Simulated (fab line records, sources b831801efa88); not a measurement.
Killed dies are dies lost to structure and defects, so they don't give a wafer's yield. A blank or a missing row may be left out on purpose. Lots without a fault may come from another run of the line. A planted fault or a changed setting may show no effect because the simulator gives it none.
fab line records | flow sky130
record lots=5 wafers=15 last_day=52
route steps=708 shown VIA1@461 METAL2@483
lots that met no fault: from a run of the same line without faults
start_h: hours from the record's first day to the start of the lot's first wafer shown | wait_h: hours since the lot's step before | " the same as in the row above | L1.1+2: a row that stands for several wafers | - no value, or no start given | * or withheld: withheld | < > ~ a bound
route shown NAME@n: a module of which the file shows steps, and the number in the route of the first | usual: mean/standard deviation of fault-free wafers | same: alike in all rows | chamber/n: place in a boat | sites: the reading at each site | _std_site: their standard deviation | _edge_site: outer sites' mean less inner sites' | radius_mm: how far each site lies from the wafer's centre | mask NAME#n: copy n | behind: the tool/chamber that last shaped the wafer | hold: why the lot was held/for how many hours/how that ended | device: the transistor (n, p or np) that didn't switch | end of line: the same wafers' tests at the end of the route | a step without rows: its recipe alone | killed: dies lost to structure and defects at the first sort, not the wafer's yield | map: a wafer's dies, x killed, . not, _ none there
set.NAME: the setting as run; set.NAME@STEP: as run at that earlier step | model.NAME: the simulator's own value behind a step, which no gauge read
lots at some steps of the route; a table a step, a row a wafer
services: from which hour (start_h, from the record's first day; less than 0 if before it) a tool's chamber was out of use, for how many hours, and why
## steps
# step SKY_VIA1_BOW_MEAS_03
# recipe mode=bow
# usual VIA1_BOW=81/7.2
# columns lot.wafer tool chamber start_h wait_h VIA1_BOW[um]
L083.2 film_metro-01 - 871.33 0.1 70
L083.3 " - " " 74
L083.4 " - " " 68
L090.3 film_metro-01 - 929.08 0.3 80
L090.4 " - " " 81
L090.5 " - " " 83
L094.2 film_metro-02 - 958.37 0.2 85
L094.3 " - " " 92
L094.6 " - " " 88
L095.1 film_metro-04 - 967.41 0.1 82
L095.4 " - " " 88
L095.5 " - " " 82
L096.1 film_metro-02 - 972.70 0.2 87
L096.4 " - " " 77
L096.5 " - " " 92
# step SKY_VIA1_DEHYDRATE_04
# recipe temp_c=200 time_s=60
# columns lot.wafer tool chamber start_h wait_h
L083.2+3+4 litho_track-01 0 885.33 14.0
L090.3+4+5 litho_track-01 0 942.80 13.7
L094.2+3+6 litho_track-03 0 971.32 12.9
L095.1+4+5 litho_track-03 0 979.79 12.4
L096.1+4+5 litho_track-02 0 984.94 12.2
# step SKY_VIA1_HMDS_05
# recipe prime_time_s=60 prime_temp_c=120
# columns lot.wafer tool chamber start_h wait_h
L083.2+3+4 litho_track-01 0 885.48 0.1
L090.3+4+5 litho_track-01 0 942.95 0.1
L094.2+3+6 litho_track-03 0 971.47 0.1
L095.1+4+5 litho_track-03 0 979.94 0.1
L096.1+4+5 litho_track-02 0 985.09 0.1
# step SKY_VIA1_COAT_06
# recipe resist=BARC temp_c=withheld time_s=withheld spin_rpm=3000 resist_thk_nm=60
# columns lot.wafer tool chamber start_h wait_h
L083.2+3+4 litho_track-01 0 885.63 0.1
L090.3+4+5 litho_track-01 0 943.10 0.1
L094.2+3+6 litho_track-03 0 971.62 0.1
L095.1+4+5 litho_track-03 0 980.09 0.1
L096.1+4+5 litho_track-02 0 985.24 0.1
# step SKY_VIA1_COAT_07
# recipe resist=KrF-thick spin_rpm=3000 resist_thk_nm=450
# columns lot.wafer tool chamber start_h wait_h
L083.2+3+4 litho_track-01 0 - -
L090.3+4+5 litho_track-01 0 - -
L094.2+3+6 litho_track-03 0 - -
L095.1+4+5 litho_track-03 0 - -
L096.1+4+5 litho_track-02 0 - -
# step SKY_VIA1_SOFTBAKE_08
# recipe temp_c=100 time_s=90 resist=KrF-thick
# columns lot.wafer tool chamber start_h wait_h
L083.2+3+4 litho_track-01 0 - -
L090.3+4+5 litho_track-01 0 - -
L094.2+3+6 litho_track-03 0 - -
L095.1+4+5 litho_track-03 0 - -
L096.1+4+5 litho_track-02 0 - -
# step SKY_VIA1_EXPOSE_09
# recipe mask_id=VIM na=0.8 source_shape=annular sigma_inner=0.55 sigma_outer=0.85 target_cd_nm=150 dose_mj=38
# columns lot.wafer tool chamber start_h wait_h mask
L083.2+3+4 krf_scanner-01 0 - - VIM#0
L090.3+4+5 krf_scanner-02 0 - - VIM#0
L094.2+3+6 krf_scanner-01 0 - - VIM#0
L095.1+4+5 krf_scanner-01 0 - - VIM#0
L096.1+4+5 krf_scanner-01 0 - - VIM#0
# step SKY_VIA1_PEB_10
# recipe peb_temp_c=withheld peb_time_s=withheld resist=KrF-thick
# columns lot.wafer tool chamber start_h wait_h
L083.2+3+4 litho_track-01 0 - -
L090.3+4+5 litho_track-02 0 - -
L094.2+3+6 litho_track-01 0 - -
L095.1+4+5 litho_track-02 0 - -
L096.1+4+5 litho_track-02 0 - -
# step SKY_VIA1_DEVELOP_11
# recipe develop_time_s=60 resist=KrF-thick dev_temp_c=21
# columns lot.wafer tool chamber start_h wait_h
L083.2+3+4 litho_track-01 0 - -
L090.3+4+5 litho_track-02 0 - -
L094.2+3+6 litho_track-01 0 - -
L095.1+4+5 litho_track-02 0 - -
L096.1+4+5 litho_track-02 0 - -
# step SKY_VIA1_CD_MEAS_12
# recipe target_cd_nm=150
# usual cd_nm=150.1/1.5
# columns lot.wafer tool chamber start_h wait_h cd_nm
L083.2 cd_sem-02 - 900.32 - 148.0
L083.3 " - " " 146.8
L083.4 " - " " 147.3
L090.3 cd_sem-02 - 957.33 - 149.0
L090.4 " - " " 149.0
L090.5 " - " " 149.2
L094.2 cd_sem-02 - 984.47 - 148.9
L094.3 " - " " 150.0
L094.6 " - " " 149.2
L095.1 cd_sem-01 - 992.59 - 151.1
L095.4 " - " " 151.5
L095.5 " - " " 150.5
L096.1 cd_sem-02 - 997.94 - 151.1
L096.4 " - " " 151.8
L096.5 " - " " 151.5
# step SKY_VIA1_OVL_MEAS_13
# usual VIA1_OVL=-4/4.6
# columns lot.wafer tool chamber start_h wait_h VIA1_OVL[nm]
L083.2 overlay-01 - 900.43 0.1 -4
L083.3 " - " " -7
L083.4 " - " " -3
L090.3 overlay-02 - 957.43 0.1 -1
L090.4 " - " " 0
L090.5 " - " " -7
L094.2 overlay-02 - 984.58 0.1 -3
L094.3 " - " " 3
L094.6 " - " " 1
L095.1 overlay-01 - 992.71 0.1 -6
L095.4 " - " " -2
L095.5 " - " " -6
L096.1 overlay-01 - 998.06 0.1 -14
L096.4 " - " " -15
L096.5 " - " " -12
# step SKY_VIA1_ETCH_14
# recipe chemistry=N2/H2 target=BARC ion_energy_ev=200 source_w=500 bias_w=100 pressure_mtorr=30 n2_flow_sccm=100 h2_flow_sccm=200 stop_on=SiO2 time_s=45.9 target_depth_a=600
# usual drypump_motor_current_A=5.8/0.32 oes_product_au=0.855/0.0047 throttle_valve_pct=13.225/0.0097
# columns lot.wafer tool chamber start_h wait_h drypump_motor_current_A oes_product_au rf_hours_counter_h throttle_valve_pct
L083.2 rie_diel-01 1 900.46 0.0 5.9 0.850 10 13.238
L083.3 " 0 " " 6.2 0.855 16 13.210
L083.4 " 2 " " 5.5 0.849 11 13.221
L090.3 rie_diel-04 2 957.45 0.0 5.7 0.851 19 13.218
L090.4 " 0 " " 5.5 0.862 17 13.242
L090.5 " 3 " " 6.1 0.860 - 13.211
L094.2 rie_diel-03 1 984.61 0.0 6.0 0.863 19 13.223
L094.3 " 3 " " 5.9 0.861 8 13.216
L094.6 " 1 " " 6.0 0.858 - 13.220
L095.1 rie_diel-04 0 992.75 0.0 5.4 0.860 18 13.220
L095.4 " 2 " " 5.7 0.865 20 13.235
L095.5 " 2 " " 5.7 0.855 - 13.225
L096.1 rie_diel-01 0 998.10 0.0 6.2 0.852 20 13.236
L096.4 " 1 " " 5.9 0.859 14 13.248
L096.5 " 0 " " 6.1 0.856 - 13.239
# step SKY_VIA1_ETCH_15
# recipe target=SiO2 chemistry=C4F8/O2/Ar target_depth_nm=351 stop_on=TiN mask_material=KrF-thick source_w=1546 bias_w=1200 pressure_mtorr=40 c4f8_flow_sccm=withheld O2_flow_sccm=6 Ar_flow_sccm=300 time_s=54
# usual oes_product_au=0.985/0.0053
# columns lot.wafer tool chamber start_h wait_h oes_product_au rf_hours_counter_h
L083.2 rie_diel-01 1 900.50 0.0 0.986 10
L083.3 " 0 " " 0.980 16
L083.4 " 2 " " 0.979 11
L090.3 rie_diel-04 2 957.49 0.0 0.985 19
L090.4 " 0 " " 0.982 17
L090.5 " 3 " " 0.995 -
L094.2 rie_diel-03 1 984.65 0.0 0.979 19
L094.3 " 3 " " 0.980 8
L094.6 " 1 " " 0.984 -
L095.1 rie_diel-04 0 992.79 0.0 0.979 18
L095.4 " 2 " " 0.986 20
L095.5 " 2 " " 0.997 -
L096.1 rie_diel-01 0 998.14 0.0 0.981 20
L096.4 " 1 " " 0.977 14
L096.5 " 0 " " 0.982 -
# step SKY_VIA1_STRIP_16
# recipe chemistry=O2/N2 power_w=1400 pressure_mtorr=1500 platen_temp_c=withheld o2_flow_sccm=3000 n2_flow_sccm=300 overash_fraction=0.5
# usual drypump_motor_current_A=5.9/0.53 oes_product_au=0.416/0.0052 strip_time_to_endpoint_s=4.450/0.022
# columns lot.wafer tool chamber start_h wait_h drypump_motor_current_A oes_product_au rf_hours_counter_h strip_time_to_endpoint_s
L083.2 plasma_asher-03 0 900.55 0.0 5.0 0.408 46 4.448
L083.3 " 0 " " 5.0 0.412 - 4.454
L083.4 " 1 " " 6.7 0.420 - 4.468
L090.3 plasma_asher-04 1 957.57 0.1 5.7 0.420 - 4.449
L090.4 " 0 " " 6.0 0.419 - 4.442
L090.5 " 1 " " 5.7 0.418 - 4.443
L094.2 plasma_asher-01 1 984.70 0.0 6.1 0.419 112 4.452
L094.3 " 0 " " 5.8 0.424 - 4.492
L094.6 " 1 " " 6.0 0.423 - 4.452
L095.1 plasma_asher-03 0 992.84 0.0 5.0 0.421 55 4.463
L095.4 " 1 " " 6.6 0.418 - 4.445
L095.5 " 0 " " 5.0 0.409 - 4.444
L096.1 plasma_asher-03 0 998.19 0.0 4.9 0.414 55 4.497
L096.4 " 1 " " 6.7 0.429 - 4.440
L096.5 " 1 " " 6.7 0.417 - 4.481
# step SKY_VIA1_STRIP_17
# recipe chemistry=post_etch_residue_remover time_s=1200 temp_c=72.5
# usual temp_c=72.48/0.11
# columns lot.wafer tool chamber start_h wait_h temp_c
L083.2 wet_bench-02 1 900.65 0.1 72.39
L083.3 " 1 " " 72.37
L083.4 " 1 " " 72.62
L090.3 wet_bench-03 0 957.64 0.0 72.59
L090.4 " 0 " " 72.63
L090.5 " 0 " " 72.48
L094.2 wet_bench-03 0 984.80 0.1 72.46
L094.3 " 0 " " 72.52
L094.6 " 0 " " 72.34
L095.1 wet_bench-03 0 992.94 0.1 72.57
L095.4 " 0 " " 72.44
L095.5 " 0 " " 72.73
L096.1 wet_bench-02 0 998.29 0.1 72.54
L096.4 " 0 " " 72.37
L096.5 " 0 " " 72.38
# step SKY_VIA1_CLEAN_18
# recipe chemistry=IPA time_s=180 temp_c=25
# usual temp_c=25.00/0.098
# columns lot.wafer tool chamber start_h wait_h temp_c
L083.2 wet_bench-04 2 900.99 0.0 25.02
L083.3 " 2 " " 24.88
L083.4 " 2 " " 25.00
L090.3 wet_bench-04 2 957.98 0.0 24.91
L090.4 " 2 " " 25.01
L090.5 " 2 " " 25.00
L094.2 wet_bench-03 0 985.14 0.0 24.84
L094.3 " 0 " " 24.96
L094.6 " 0 " " 24.97
L095.1 wet_bench-04 0 993.28 0.0 25.15
L095.4 " 0 " " 25.08
L095.5 " 0 " " 24.98
L096.1 wet_bench-04 2 998.63 0.0 24.97
L096.4 " 2 " " 25.05
L096.5 " 2 " " 24.93
# step SKY_VIA1_CLEAN_19
# recipe chemistry=O3/DIW dry=n2_spin
# columns lot.wafer tool chamber start_h wait_h
L083.2+3+4 wet_bench-03 3 901.05 0.0
L090.3+4+5 wet_bench-03 3 958.04 0.0
L094.2+3+6 wet_bench-03 2 985.20 0.0
L095.1+4+5 wet_bench-04 0 993.34 0.0
L096.1+4+5 wet_bench-02 3 998.69 0.0
# step SKY_VIA1_SPUTTER_20
# recipe material=TiN target_thk_nm=20 chamber_pressure_pa=5 power_w=4000 time_s=80
# usual cathode_dc_power_W=4000.0/0.69 chamber_pressure_pa=4.999/0.01 throttle_valve_pct=30.3/0.99
# columns lot.wafer tool chamber start_h wait_h cathode_dc_power_W chamber_pressure_pa throttle_valve_pct
L083.2 pvd_sputter-03 - 901.14 0.0 4000.7 5.000 30.6
L083.3 " - " " 3999.8 5.015 27.7
L083.4 " - " " 4000.0 4.995 30.9
L090.3 pvd_sputter-02 - 958.13 0.0 4000.1 4.995 30.8
L090.4 " - " " 4000.3 5.005 29.5
L090.5 " - " " 4000.2 5.011 32.3
L094.2 pvd_sputter-03 - 985.29 0.0 3998.8 5.000 30.9
L094.3 " - " " 3999.6 4.989 27.9
L094.6 " - " " 4000.0 5.002 27.7
L095.1 pvd_sputter-02 - 993.44 0.0 3999.6 4.983 29.3
L095.4 " - " " 3998.2 5.000 31.0
L095.5 " - " " 3999.8 4.996 30.9
L096.1 pvd_sputter-02 - 998.78 0.0 3999.4 4.993 30.7
L096.4 " - " " 3999.3 5.009 29.3
L096.5 " - " " 4000.1 4.990 30.9
# step SKY_VIA1_CVD_21
# recipe material=W target_thk_nm=270 time_s=80.902 temp_c=400 pressure_torr=40
# usual heater_power_w=808/83
# columns lot.wafer tool chamber start_h wait_h heater_power_w
L083.2 cvd_w-02 1 901.20 0.0 907
L083.3 " 1 " " 884
L083.4 " 0 " " 888
L090.3 cvd_w-02 1 958.22 0.1 790
L090.4 " 0 " " 951
L090.5 " 0 " " 887
L094.2 cvd_w-01 1 985.35 0.0 809
L094.3 " 0 " " 676
L094.6 " 1 " " 813
L095.1 cvd_w-02 1 993.50 0.0 811
L095.4 " 1 " " 813
L095.5 " 1 " " 788
L096.1 cvd_w-02 1 998.84 0.0 818
L096.4 " 0 " " 914
L096.5 " 0 " " 900
# step SKY_VIA1_RS_MEAS_22
# recipe thk_meas_gauge=four-point-probe reads=W_of_VIA1_CVD_21+TiN_of_VIA1_SPUTTER_20
# usual VIA1_W_RS=0.431/0.0074
# columns lot.wafer tool chamber start_h wait_h VIA1_W_RS[ohm/sq]
L083.2 film_metro-01 - 901.31 0.1 0.435
L083.3 " - " " 0.432
L083.4 " - " " 0.432
L090.3 film_metro-04 - 958.32 0.1 0.431
L090.4 " - " " 0.425
L090.5 " - " " 0.432
L094.2 film_metro-04 - 985.46 0.1 0.440
L094.3 " - " " 0.424
L094.6 " - " " 0.436
L095.1 film_metro-01 - 993.69 0.2 0.436
L095.4 " - " " 0.433
L095.5 " - " " 0.439
L096.1 film_metro-01 - 998.93 0.1 0.441
L096.4 " - " " 0.430
L096.5 " - " " 0.438
# step SKY_VIA1_THK_MEAS_23
# recipe thk_meas_gauge=xrf reads=W_of_VIA1_CVD_21
# usual VIA1_W_THK=268/4.9
# columns lot.wafer tool chamber start_h wait_h VIA1_W_THK[nm]
L083.2 film_metro-01 - 901.42 0.1 265
L083.3 " - " " 267
L083.4 " - " " 268
L090.3 film_metro-04 - 958.42 0.1 269
L090.4 " - " " 275
L090.5 " - " " 269
L094.2 film_metro-04 - 985.57 0.1 266
L094.3 " - " " 277
L094.6 " - " " 268
L095.1 film_metro-01 - 993.81 0.1 264
L095.4 " - " " 267
L095.5 " - " " 260
L096.1 film_metro-01 - 999.05 0.1 260
L096.4 " - " " 267
L096.5 " - " " 263
# step SKY_VIA1_CMP_24
# recipe stop_on=SiO2 t_overpolish_s=15 down_force_psi=3.5 platen_rpm=60 target_thk_nm=0 pad_velocity_m_s=0.94248
# usual motor_current_A=10.4/0.8 overpolish_run_s=14.999/0.0078 retaining_ring_pressure_frac=1.000/0.0055 time_to_endpoint_s=64.9/2.9
# same t_overpolish_s=15
# columns lot.wafer tool chamber start_h wait_h motor_current_A overpolish_run_s retaining_ring_pressure_frac time_to_endpoint_s
L083.4 cmp-02 1 901.63 0.2 10.8 15.013 1.004 65.3
L083.3 " 2 " " 10.2 15.002 1.002 63.7
L083.2 " 0 " " 9.6 15.010 1.005 67.5
L090.4 cmp-01 2 958.46 0.0 9.8 15.016 0.995 63.1
L090.3 " 3 " " 12.5 15.004 1.003 61.2
L090.5 " 2 " " 9.4 14.977 1.004 61.7
L094.2 cmp-02 3 985.62 0.0 9.9 15.004 0.999 65.1
L094.3 " 0 " " 10.3 15.010 0.997 68.6
L094.6 " 3 " " 10.2 15.008 1.003 65.8
L095.4 cmp-01 0 993.87 0.0 9.2 15.003 0.991 67.4
L095.1 " 3 " " 13.4 15.008 1.002 62.4
L095.5 " 0 " " 9.8 15.005 0.999 67.5
L096.4 cmp-02 1 999.11 0.0 10.5 15.006 1.003 67.2
L096.1 " 2 " " 10.1 14.991 1.006 66.2
L096.5 " 1 " " 10.8 14.991 1.004 69.3
# step SKY_METAL2_SPUTTER_00
# recipe material=Ti target_thk_nm=15 power_w=3000 time_s=10 chamber_pressure_pa=0.4
# usual cathode_dc_power_W=3000.0/0.53 chamber_pressure_pa=0.4000/0.00071 throttle_valve_pct=30.3/1.2
# columns lot.wafer tool chamber start_h wait_h cathode_dc_power_W chamber_pressure_pa throttle_valve_pct
L083.2 pvd_sputter-03 - 901.93 0.1 2999.9 0.3998 30.8
L083.3 " - " " 2999.8 0.3993 27.8
L083.4 " - " " 3000.3 0.3988 30.8
L090.3 pvd_sputter-04 - 958.76 0.2 2999.6 0.4001 29.4
L090.4 " - " " 2999.9 0.3985 30.5
L090.5 " - " " 2999.1 0.4003 30.4
L094.2 pvd_sputter-02 - 985.92 0.2 3000.1 0.4007 29.4
L094.3 " - " " 2999.9 0.3997 32.1
L094.6 " - " " 3000.1 0.4002 30.9
L095.1 pvd_sputter-04 - 994.17 0.1 2999.7 0.4007 29.7
L095.4 " - " " 3000.1 0.3997 31.5
L095.5 " - " " 3000.6 0.4006 29.0
L096.1 pvd_sputter-02 - 999.41 0.2 2999.8 0.4005 32.3
L096.4 " - " " 3001.1 0.3998 30.8
L096.5 " - " " 2999.7 0.4011 32.4
# step SKY_METAL2_SPUTTER_01
# recipe material=TiN target_thk_nm=20 power_w=6500 time_s=16.7 chamber_pressure_pa=0.4
# usual cathode_dc_power_W=6499.8/1.2 chamber_pressure_pa=0.4000/0.00086 throttle_valve_pct=30.3/1.2
# columns lot.wafer tool chamber start_h wait_h cathode_dc_power_W chamber_pressure_pa throttle_valve_pct
L083.2 pvd_sputter-03 - 901.95 0.0 6502.5 0.3995 30.8
L083.3 " - " " 6500.7 0.3997 28.1
L083.4 " - " " 6499.4 0.3993 30.8
L090.3 pvd_sputter-04 - 958.79 0.0 6498.1 0.3993 29.7
L090.4 " - " " 6499.4 0.4005 30.3
L090.5 " - " " 6499.4 0.3998 30.5
L094.2 pvd_sputter-02 - 985.94 0.0 6498.0 0.4009 29.5
L094.3 " - " " 6501.9 0.4017 32.1
L094.6 " - " " 6498.9 0.4000 31.1
L095.1 pvd_sputter-04 - 994.19 0.0 6499.0 0.4001 29.5
L095.4 " - " " 6500.4 0.4017 31.4
L095.5 " - " " 6499.4 0.4000 29.8
L096.1 pvd_sputter-02 - 999.44 0.0 6499.9 0.4009 32.3
L096.4 " - " " 6497.6 0.4011 30.7
L096.5 " - " " 6502.1 0.3996 32.3
# step SKY_METAL2_SPUTTER_02
# recipe material=AlCu target_thk_nm=250 power_w=10600 time_s=12.89 chamber_pressure_pa=0.4
# usual cathode_dc_power_W=10600/2 chamber_pressure_pa=0.4000/0.00081 throttle_valve_pct=30.3/1.2
# columns lot.wafer tool chamber start_h wait_h cathode_dc_power_W chamber_pressure_pa throttle_valve_pct
L083.2 pvd_sputter-03 - 901.98 0.0 10599 0.4014 30.8
L083.3 " - " " 10600 0.4007 27.9
L083.4 " - " " 10597 0.4006 30.9
L090.3 pvd_sputter-04 - 958.81 0.0 10598 0.3991 29.6
L090.4 " - " " 10603 0.4001 30.5
L090.5 " - " " 10603 0.4003 30.6
L094.2 pvd_sputter-02 - 985.97 0.0 10602 0.4001 29.5
L094.3 " - " " 10601 0.4004 32.5
L094.6 " - " " 10601 0.4011 30.5
L095.1 pvd_sputter-04 - 994.22 0.0 10599 0.3993 29.7
L095.4 " - " " 10599 0.3995 31.2
L095.5 " - " " 10598 0.3994 29.6
L096.1 pvd_sputter-02 - 999.46 0.0 10599 0.3999 32.3
L096.4 " - " " 10600 0.4009 30.6
L096.5 " - " " 10597 0.4004 32.2
# step SKY_METAL2_SPUTTER_03
# recipe material=Ti target_thk_nm=5 power_w=3000 time_s=3.3 chamber_pressure_pa=0.4
# usual cathode_dc_power_W=3000.0/0.53 chamber_pressure_pa=0.4000/0.00081 throttle_valve_pct=30.3/1.2
# columns lot.wafer tool chamber start_h wait_h cathode_dc_power_W chamber_pressure_pa throttle_valve_pct
L083.2 pvd_sputter-03 - 902.00 0.0 3000.3 0.3984 30.5
L083.3 " - " " 2999.8 0.3995 27.8
L083.4 " - " " 3000.0 0.4007 30.8
L090.3 pvd_sputter-04 - 958.84 0.0 3000.9 0.4012 29.7
L090.4 " - " " 3000.5 0.3997 30.4
L090.5 " - " " 3000.6 0.3995 30.3
L094.2 pvd_sputter-02 - 985.99 0.0 3001.0 0.3996 29.4
L094.3 " - " " 2999.4 0.4011 32.1
L094.6 " - " " 3000.2 0.3991 31.0
L095.1 pvd_sputter-04 - 994.24 0.0 3000.0 0.3986 29.8
L095.4 " - " " 2999.3 0.4009 31.5
L095.5 " - " " 3000.1 0.4001 29.5
L096.1 pvd_sputter-02 - 999.49 0.0 3000.5 0.3986 32.2
L096.4 " - " " 2999.7 0.4005 30.9
L096.5 " - " " 2999.7 0.3995 32.1
# step SKY_METAL2_SPUTTER_04
# recipe material=TiN target_thk_nm=70 power_w=6500 time_s=58.3 chamber_pressure_pa=0.4
# usual cathode_dc_power_W=6500.1/1.1 chamber_pressure_pa=0.3999/0.00092 throttle_valve_pct=30.3/1.2
# columns lot.wafer tool chamber start_h wait_h cathode_dc_power_W chamber_pressure_pa throttle_valve_pct
L083.2 pvd_sputter-03 - 902.02 0.0 6498.7 0.3993 30.9
L083.3 " - " " 6501.3 0.4008 27.9
L083.4 " - " " 6501.1 0.3999 31.1
L090.3 pvd_sputter-04 - 958.85 0.0 6498.7 0.3985 29.8
L090.4 " - " " 6499.1 0.3991 30.5
L090.5 " - " " 6501.1 0.3996 30.2
L094.2 pvd_sputter-02 - 986.01 0.0 6498.3 0.3991 29.4
L094.3 " - " " 6497.9 0.3988 32.3
L094.6 " - " " 6501.1 0.3980 30.8
L095.1 pvd_sputter-04 - 994.26 0.0 6501.7 0.3993 29.8
L095.4 " - " " 6499.8 0.4004 31.4
L095.5 " - " " 6500.4 0.4007 29.7
L096.1 pvd_sputter-02 - 999.50 0.0 6500.4 0.4012 32.2
L096.4 " - " " 6499.0 0.3991 30.9
L096.5 " - " " 6501.3 0.4011 32.3
# step SKY_METAL2_RS_MEAS_05
# recipe thk_meas_gauge=four-point-probe reads=TiN_of_METAL2_SPUTTER_04+Ti_of_METAL2_SPUTTER_03+AlCu_of_METAL2_SPUTTER_02+TiN_of_METAL2_SPUTTER_01+Ti_of_METAL2_SPUTTER_00
# usual METAL2_ALCU_RS=0.1315/0.0015
# columns lot.wafer tool chamber start_h wait_h METAL2_ALCU_RS[ohm/sq]
L083.2 film_metro-04 - 902.09 0.0 0.1355
L083.3 " - " " 0.1346
L083.4 " - " " 0.1312
L090.3 film_metro-02 - 958.94 0.1 0.1306
L090.4 " - " " 0.1317
L090.5 " - " " 0.1318
L094.2 film_metro-04 - 986.08 0.0 0.1342
L094.3 " - " " 0.1328
L094.6 " - " " 0.1318
L095.1 film_metro-03 - 994.31 0.0 0.1291
L095.4 " - " " 0.1299
L095.5 " - " " 0.1300
L096.1 film_metro-04 - 999.55 0.0 0.1311
L096.4 " - " " 0.1311
L096.5 " - " " 0.1319
# step SKY_METAL2_THK_MEAS_06
# recipe thk_meas_gauge=xrf reads=AlCu_of_METAL2_SPUTTER_02
# usual METAL2_ALCU_THK=243.3/2.6
# columns lot.wafer tool chamber start_h wait_h METAL2_ALCU_THK[nm]
L083.2 film_metro-04 - 902.20 0.1 237.6
L083.3 " - " " 237.2
L083.4 " - " " 245.1
L090.3 film_metro-02 - 959.04 0.1 245.3
L090.4 " - " " 242.2
L090.5 " - " " 242.5
L094.2 film_metro-04 - 986.19 0.1 237.7
L094.3 " - " " 241.0
L094.6 " - " " 242.0
L095.1 film_metro-03 - 994.43 0.1 247.1
L095.4 " - " " 245.4
L095.5 " - " " 244.0
L096.1 film_metro-04 - 999.67 0.1 242.4
L096.4 " - " " 246.4
L096.5 " - " " 242.6
# step SKY_METAL2_DEHYDRATE_07
# recipe temp_c=200 time_s=60
# columns lot.wafer tool chamber start_h wait_h
L083.2+3+4 litho_track-03 0 916.52 14.3
L090.3+4+5 litho_track-03 0 972.14 13.1
L094.2+3+6 litho_track-02 0 997.97 11.8
L095.1+4+5 litho_track-03 0 1005.49 11.1
L096.1+4+5 litho_track-04 0 1010.44 10.8
# step SKY_METAL2_HMDS_08
# recipe prime_time_s=60 prime_temp_c=120
# columns lot.wafer tool chamber start_h wait_h
L083.2+3+4 litho_track-03 0 916.67 0.1
L090.3+4+5 litho_track-03 0 972.29 0.1
L094.2+3+6 litho_track-02 0 998.12 0.1
L095.1+4+5 litho_track-03 0 1005.64 0.1
L096.1+4+5 litho_track-04 0 1010.59 0.1
# step SKY_METAL2_COAT_09
# recipe resist=BARC temp_c=withheld time_s=withheld spin_rpm=3000 resist_thk_nm=60
# columns lot.wafer tool chamber start_h wait_h
L083.2+3+4 litho_track-03 0 916.82 0.1
L090.3+4+5 litho_track-03 0 972.44 0.1
L094.2+3+6 litho_track-02 0 998.27 0.1
L095.1+4+5 litho_track-03 0 1005.79 0.1
L096.1+4+5 litho_track-04 0 1010.74 0.1
# step SKY_METAL2_COAT_10
# recipe resist=KrF-thick spin_rpm=3000 resist_thk_nm=450
# columns lot.wafer tool chamber start_h wait_h
L083.2+3+4 litho_track-03 0 - -
L090.3+4+5 litho_track-03 0 - -
L094.2+3+6 litho_track-02 0 - -
L095.1+4+5 litho_track-03 0 - -
L096.1+4+5 litho_track-04 0 - -
# step SKY_METAL2_SOFTBAKE_11
# recipe temp_c=100 time_s=90 resist=KrF-thick
# columns lot.wafer tool chamber start_h wait_h
L083.2+3+4 litho_track-03 0 - -
L090.3+4+5 litho_track-03 0 - -
L094.2+3+6 litho_track-02 0 - -
L095.1+4+5 litho_track-03 0 - -
L096.1+4+5 litho_track-04 0 - -
# step SKY_METAL2_EXPOSE_12
# recipe mask_id=MM2 na=0.8 source_shape=annular sigma_inner=0.55 sigma_outer=0.85 target_cd_nm=140 dose_mj=28
# columns lot.wafer tool chamber start_h wait_h mask
L083.2+3+4 krf_scanner-01 0 - - MM2#0
L090.3+4+5 krf_scanner-01 0 - - MM2#0
L094.2+3+6 krf_scanner-02 0 - - MM2#0
L095.1+4+5 krf_scanner-01 0 - - MM2#0
L096.1+4+5 krf_scanner-02 0 - - MM2#0
# step SKY_METAL2_PEB_13
# recipe peb_temp_c=withheld peb_time_s=withheld resist=KrF-thick
# columns lot.wafer tool chamber start_h wait_h
L083.2+3+4 litho_track-02 0 - -
L090.3+4+5 litho_track-03 0 - -
L094.2+3+6 litho_track-03 0 - -
L095.1+4+5 litho_track-02 0 - -
L096.1+4+5 litho_track-04 0 - -
# step SKY_METAL2_DEVELOP_14
# recipe develop_time_s=60 resist=KrF-thick dev_temp_c=21
# columns lot.wafer tool chamber start_h wait_h
L083.2+3+4 litho_track-02 0 - -
L090.3+4+5 litho_track-03 0 - -
L094.2+3+6 litho_track-03 0 - -
L095.1+4+5 litho_track-02 0 - -
L096.1+4+5 litho_track-04 0 - -
# step SKY_METAL2_CD_MEAS_15
# recipe target_cd_nm=140
# usual cd_nm=139.9/1.9
# columns lot.wafer tool chamber start_h wait_h cd_nm
L083.2 cd_sem-01 - 931.71 - 138.9
L083.3 " - " " 138.3
L083.4 " - " " 139.7
L090.3 cd_sem-01 - 985.88 - 143.2
L090.4 " - " " 141.5
L090.5 " - " " 143.5
L094.2 cd_sem-01 - 1010.11 - 139.9
L094.3 " - " " 139.8
L094.6 " - " " 141.6
L095.1 cd_sem-01 - 1018.24 - 143.0
L095.4 " - " " 144.0
L095.5 " - " " 143.3
L096.1 cd_sem-02 - 1023.14 - 138.7
L096.4 " - " " 140.3
L096.5 " - " " 140.7
# step SKY_METAL2_OVL_MEAS_16
# usual METAL2_OVL=0/5.2
# columns lot.wafer tool chamber start_h wait_h METAL2_OVL[nm]
L083.2 overlay-02 - 931.82 0.1 3
L083.3 " - " " 5
L083.4 " - " " 1
L090.3 overlay-01 - 985.97 0.1 -1
L090.4 " - " " -1
L090.5 " - " " -6
L094.2 overlay-01 - 1010.22 0.1 7
L094.3 " - " " 10
L094.6 " - " " 3
L095.1 overlay-01 - 1018.36 0.1 -10
L095.4 " - " " -4
L095.5 " - " " -3
L096.1 overlay-01 - 1023.26 0.1 1
L096.4 " - " " -3
L096.5 " - " " -4
## services
# columns tool chamber start_h hours kind
krf_scanner-02 - 863.81 0.6 repair
cvd_w-02 0 866.81 10.2 repair
rie_diel-04 0 871.89 8.4 repair
pvd_sputter-04 - 888.79 5.0 repair
rie_diel-04 2 889.66 3.1 repair
krf_scanner-02 - 890.49 1.0 pm
krf_scanner-01 - 899.49 0.3 repair
cvd_w-02 - 904.00 14.0 pm
krf_scanner-01 - 909.40 1.0 pm
cmp-02 - 912.25 4.0 pm
krf_scanner-02 - 919.69 0.8 pm
rie_diel-01 0 919.83 5.7 repair
krf_scanner-02 - 924.80 9.4 repair
plasma_asher-03 - 930.40 8.7 repair
wet_bench-02 - 944.40 51.6 pm
rie_diel-01 - 949.81 0.5 repair
rie_diel-01 1 951.69 5.0 repair
pvd_sputter-04 - 951.74 1.5 repair
krf_scanner-01 - 990.82 1.3 pm
cvd_w-02 0 991.04 2.6 repair
pvd_sputter-03 - 995.65 5.8 repair
krf_scanner-01 - 999.39 0.3 repair
pvd_sputter-03 - 1008.55 3.4 repair
rie_diel-01 0 1016.83 21.2 repair
## key
fault none
